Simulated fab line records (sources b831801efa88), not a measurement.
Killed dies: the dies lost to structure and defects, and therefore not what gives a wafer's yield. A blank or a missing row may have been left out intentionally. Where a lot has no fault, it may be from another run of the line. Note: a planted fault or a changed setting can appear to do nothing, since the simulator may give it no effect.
Comparing a struck lot with a sound one :: flow sky130 :: 15 steps out of a route of 708
Sound: these wafers, L885.2, L885.5, L885.6. Struck: wafers L887.2, L887.4. (L887.1 of the same lot was not struck and is left out.) The cause comes at the end.
For every step that has rows: the tool of each side, followed by ch and its chambers, followed by its first start. Under that, the readings that differ: sound wafers :: struck wafers :: difference of the means :: sigmas: that difference in standard deviations of wafers without a fault.
alike: readings with means less than 2 such deviations apart, plus words and numbers identical on both sides. not compared: withheld readings, readings lacking a value on some wafer, bounds such as >300 that could conceal the same value, and numbers that have no deviation in the record and whose values overlap.
Wherever a step has rows on one side only, a row that says differs or no value, or a row with sigmas, the two part there. When numbers do not overlap yet have no deviation, they are printed without sigmas and do not part them. A reading missing from all wafers of one side parts the sides only when that side holds two or more wafers.

SKY_SD_P_OVL_MEAS_08:
  struck on overlay-02, day 26 16:08; sound on overlay-01, day 25 10:02
  alike: SD_P_OVL
then, 1 step without rows for these wafers: SKY_SD_P_IMPLANT_09.
SKY_SD_P_STRIP_10: strips in O2/N2.
  sound on plasma-asher-04 ch 0,1, day 25 10:13; struck on plasma-asher-04 ch 0, day 26 16:19
  alike: drypump-motor-current-A, oes-product-au, strip-time-to-endpoint-s
  not compared: rf-hours-counter-h
SKY_SD_P_TW_MEAS_11:
  struck on film-metro-02, day 26 16:25; sound on film-metro-02, day 25 10:20
  alike: SD_P_TW
then, 8 steps without rows for these wafers: SKY_RES_XHIGH_DEHYDRATE_00 (time 60 s); SKY_RES_XHIGH_HMDS_01 (prime time 60 s); SKY_RES_XHIGH_COAT_02 (resist thk 1140 nm); SKY_RES_XHIGH_SOFTBAKE_03 (time 60 s); SKY_RES_XHIGH_EXPOSE_04 (exposes mask URPM, target cd 1270 nm); SKY_RES_XHIGH_PEB_05; SKY_RES_XHIGH_DEVELOP_06 (develop time 60 s); SKY_RES_XHIGH_IMPLANT_07.
SKY_RES_XHIGH_STRIP_08: strips in O2/N2.
  sound on plasma-asher-01 ch 0,1, day 26 15:04; struck on plasma-asher-01 ch 0, day 27 21:01
reading: oes-product-au (a.u.)
sound: 0.707 0.706 0.715
struck: 0.695 0.686
difference: -0.019
sigmas: -4

reading: strip-time-to-endpoint-s (s)
sound: 14.25 14.27 14.28
struck: 14.92 14.91
difference: +0.65
sigmas: +19
  alike: drypump-motor-current-A
  not compared: rf-hours-counter-h
SKY_RES_XHIGH_TW_MEAS_09:
  struck on film-metro-03, day 27 21:07; sound on film-metro-04, day 26 15:11
  alike: RES_XHIGH_TW
-- a jump in the record: the struck wafers' starts before and after are 19 days apart (it breaks off in module RES_XHIGH and resumes in module PAD_OPEN, where the first step shown is number 708 of the route) --
SKY_PAD_OPEN_PROBE_99:
  struck on prober-01, day 46 14:05; sound on prober-01, day 45 17:02
reading: killed-short
sound: 33 40 25
struck: 44 53
difference: +16
sigmas: +2
  alike: killed_at_M0_to_M3, killed_at_M4_up, killed-at-contacts, killed-at-front-end, killed-at-other, killed-dies, killed-open

== WHERE THEY PART ==
At SKY_RES_XHIGH_STRIP_08 first; at SKY_PAD_OPEN_PROBE_99 last (within this record only).

WHY: what the simulator had put in
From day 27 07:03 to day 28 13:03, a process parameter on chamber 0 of plasma-asher-01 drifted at SKY_RES_XHIGH_STRIP_08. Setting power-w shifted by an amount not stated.
